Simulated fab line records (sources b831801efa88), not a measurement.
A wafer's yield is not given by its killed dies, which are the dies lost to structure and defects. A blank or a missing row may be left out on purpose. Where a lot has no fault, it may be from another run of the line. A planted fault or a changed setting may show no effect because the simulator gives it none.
Which of the tools did it? :: flow gf180mcu :: 45 wafers from 15 lots sampled at 3 of the route's 602 steps

== WHAT EACH GAUGE READ, for each wafer ==
GF_VT_IMPLANT_RS_MEAS_48: measurement is done with a four-point probe. Usual: LVPWELL_RS gives 1198.3 ohm/sq (standard deviation 2.5).
lot: L337
measured: day 7 14:49
on: film_metro-02
LVPWELL_RS (ohm/sq): 1199.7 1195.3 1198.2
flag: 

lot: L338
measured: day 7 20:20
on: film_metro-04
LVPWELL_RS (ohm/sq): 1200.1 1201.0 1201.6
flag: 

lot: L339
measured: day 8 03:34
on: film_metro-02
LVPWELL_RS (ohm/sq): 1195.7 1196.0 1195.5
flag: 

lot: L340
measured: day 8 10:56
on: film_metro-01
LVPWELL_RS (ohm/sq): 1193.1 1194.5 1192.9
flag: 

lot: L342
measured: day 8 20:47
on: film_metro-02
LVPWELL_RS (ohm/sq): 1201.3 1199.6 1196.9
flag: 

lot: L345
measured: day 9 16:43
on: film_metro-02
LVPWELL_RS (ohm/sq): 1193.6 1197.6 1196.6
flag: 

lot: L349
measured: day 10 19:40
on: film_metro-04
LVPWELL_RS (ohm/sq): 1199.7 1198.9 1195.4
flag: 

lot: L350
measured: day 11 01:35
on: film_metro-04
LVPWELL_RS (ohm/sq): 1197.1 1194.3 1197.5
flag: 

lot: L351
measured: day 11 12:05
on: film_metro-02
LVPWELL_RS (ohm/sq): 1198.3 1202.1 1199.5
flag: 

lot: L355
measured: day 13 08:11
on: film_metro-02
LVPWELL_RS (ohm/sq): 1197.7 1201.5 1201.6
flag: 

lot: L357
measured: day 13 11:29
on: film_metro-04
LVPWELL_RS (ohm/sq): 1199.0 1202.1 1199.5
flag: 

lot: L356
measured: day 13 12:14
on: film_metro-01
LVPWELL_RS (ohm/sq): 1196.6 1195.4 1195.2
flag: 

lot: L358
measured: day 13 15:26
on: film_metro-02
LVPWELL_RS (ohm/sq): 1199.2 1199.2 1199.3
flag: 

lot: L359
measured: day 14 04:25
on: film_metro-02
LVPWELL_RS (ohm/sq): 1198.6 1196.9 1200.1
flag: 

lot: L360
measured: day 14 04:51
on: film_metro-01
LVPWELL_RS (ohm/sq): 1196.4 1199.8 1199.0
flag: 

GF_PSD_TW_MEAS_11. Usual: PSD_TW gives 3205 (standard deviation 43).
lot: L337
measured: day 14 06:19
on: film_metro-02
PSD_TW: 3283 3289 3285
flag: 

lot: L338
measured: day 14 15:15
on: film_metro-03
PSD_TW: 3134 3129 3142
flag: 

lot: L339
measured: day 14 23:02
on: film_metro-02
PSD_TW: 3275 3280 3301
flag: 

lot: L340
measured: day 15 06:52
on: film_metro-03
PSD_TW: 3165 3170 3162
flag: 

lot: L342
measured: day 15 23:13
on: film_metro-02
PSD_TW: 3258 3262 3283
flag: 

lot: L345
measured: day 17 02:17
on: film_metro-04
PSD_TW: 3203 3189 3201
flag: 

lot: L355
measured: day 21 11:52
on: film_metro-04
PSD_TW: 3186 3200 3186
flag: 

lot: L357
measured: day 21 15:58
on: film_metro-03
PSD_TW: 3163 3167 3161
flag: 

lot: L356
measured: day 21 17:25
on: film_metro-03
PSD_TW: 3166 3173 3155
flag: 

lot: L358
measured: day 21 20:38
on: film_metro-02
PSD_TW: 3235 3213 3245
flag: 

lot: L359
measured: day 22 09:44
on: film_metro-04
PSD_TW: 3195 3200 3208
flag: 

lot: L360
measured: day 22 13:26
on: film_metro-02
PSD_TW: 3221 3205 3222
flag: 

== TOOL THAT RAN EACH LOT (tool first, then ch and the chambers of the sampled wafers, then the start) ==
lot: L337
GF_HV_LDD_EXPOSE_04: iline_stepper-02 ch 0, day 9 15:47

lot: L338
GF_HV_LDD_EXPOSE_04: iline_stepper-02 ch 0, day 9 23:13

lot: L339
GF_HV_LDD_EXPOSE_04: iline_stepper-02 ch 0, day 10 06:37

lot: L340
GF_HV_LDD_EXPOSE_04: iline_stepper-02 ch 0, day 10 14:25

lot: L342
GF_HV_LDD_EXPOSE_04: iline_stepper-02 ch 0, day 11 02:10

lot: L345
GF_HV_LDD_EXPOSE_04: iline_stepper-02 ch 0, day 12 01:25

lot: L349
GF_HV_LDD_EXPOSE_04: iline_stepper-02, day 13 03:37

lot: L350
GF_HV_LDD_EXPOSE_04: iline_stepper-02, day 13 08:03

lot: L351
GF_HV_LDD_EXPOSE_04: iline_stepper-01, day 13 20:38

lot: L355
GF_HV_LDD_EXPOSE_04: iline_stepper-01 ch 0, day 15 20:31

lot: L357
GF_HV_LDD_EXPOSE_04: iline_stepper-01 ch 0, day 16 00:08

lot: L356
GF_HV_LDD_EXPOSE_04: iline_stepper-02 ch 0, day 16 02:28

lot: L358
GF_HV_LDD_EXPOSE_04: iline_stepper-02 ch 0, day 16 05:05

lot: L359
GF_HV_LDD_EXPOSE_04: iline_stepper-01 ch 0, day 16 17:44

lot: L360
GF_HV_LDD_EXPOSE_04: iline_stepper-01 ch 0, day 16 20:36
- GF_HV_LDD_EXPOSE_04: exposes mask Nplus LV AREA, target cd 400 nm.

== AS READ BY THE TOOLS THEMSELVES (means over the sampled wafers that have a number; for cases with no such wafer, the mark the record gives instead) ==
GF_HV_LDD_EXPOSE_04. Usual: exposure_dose_mJ_cm2 139.96, standard deviation 0.14; focus_offset_nm 0.1 nm, standard deviation 0.52.
lot: L337
tool: iline_stepper-02
exposure_dose_mJ_cm2: 140.11
focus_offset_nm (nm): -0.2
flag: 

lot: L338
tool: iline_stepper-02
exposure_dose_mJ_cm2: 140.10
focus_offset_nm (nm): -0.6
flag: 

lot: L339
tool: iline_stepper-02
exposure_dose_mJ_cm2: 139.80
focus_offset_nm (nm): 0.3
flag: 

lot: L340
tool: iline_stepper-02
exposure_dose_mJ_cm2: 140.01
focus_offset_nm (nm): -0.1
flag: 

lot: L342
tool: iline_stepper-02
exposure_dose_mJ_cm2: 140.02
focus_offset_nm (nm): 0.2
flag: 

lot: L345
tool: iline_stepper-02
exposure_dose_mJ_cm2: 139.99
focus_offset_nm (nm): 0.5
flag: 

lot: L349
tool: iline_stepper-02
exposure_dose_mJ_cm2: -
focus_offset_nm (nm): -
flag: OFF

lot: L350
tool: iline_stepper-02
exposure_dose_mJ_cm2: -
focus_offset_nm (nm): -
flag: OFF

lot: L351
tool: iline_stepper-01
exposure_dose_mJ_cm2: -
focus_offset_nm (nm): -
flag: OFF

lot: L355
tool: iline_stepper-01
exposure_dose_mJ_cm2: 139.83
focus_offset_nm (nm): 0.3
flag: 

lot: L357
tool: iline_stepper-01
exposure_dose_mJ_cm2: 140.05
focus_offset_nm (nm): 0.2
flag: 

lot: L356
tool: iline_stepper-02
exposure_dose_mJ_cm2: 140.13
focus_offset_nm (nm): 0.5
flag: 

lot: L358
tool: iline_stepper-02
exposure_dose_mJ_cm2: 140.16
focus_offset_nm (nm): 0.3
flag: 

lot: L359
tool: iline_stepper-01
exposure_dose_mJ_cm2: 139.95
focus_offset_nm (nm): 0.6
flag: 

lot: L360
tool: iline_stepper-01
exposure_dose_mJ_cm2: 139.96
focus_offset_nm (nm): 0.5
flag: 

== THE ANSWER, worked out from the rows above alone ==
Rule: a lot counts as off when the mean over its wafers that have a number is more than 3 standard deviations away from the usual mean. A lot without any number at a reading at which 4 lots or more have one is off too. The other lots that the step has rows for count as sound. After the gauges, taken in route order, come the tools' own readings; for these a lot's mean is taken, as printed above. The first step at which some lot is off is used, and at that step the reading that is off furthest; a lot without a number counts as furthest.
Off, at GF_HV_LDD_EXPOSE_04 on exposure_dose_mJ_cm2: L349, L350, L351. Without a number there: L349, L350, L351.
A tool fits if, at that step or a process step before it, it ran every lot that is off, and no sound lot after the first of them. None of those tried fits.

== WHAT WAS PUT IN BY THE SIMULATOR ==
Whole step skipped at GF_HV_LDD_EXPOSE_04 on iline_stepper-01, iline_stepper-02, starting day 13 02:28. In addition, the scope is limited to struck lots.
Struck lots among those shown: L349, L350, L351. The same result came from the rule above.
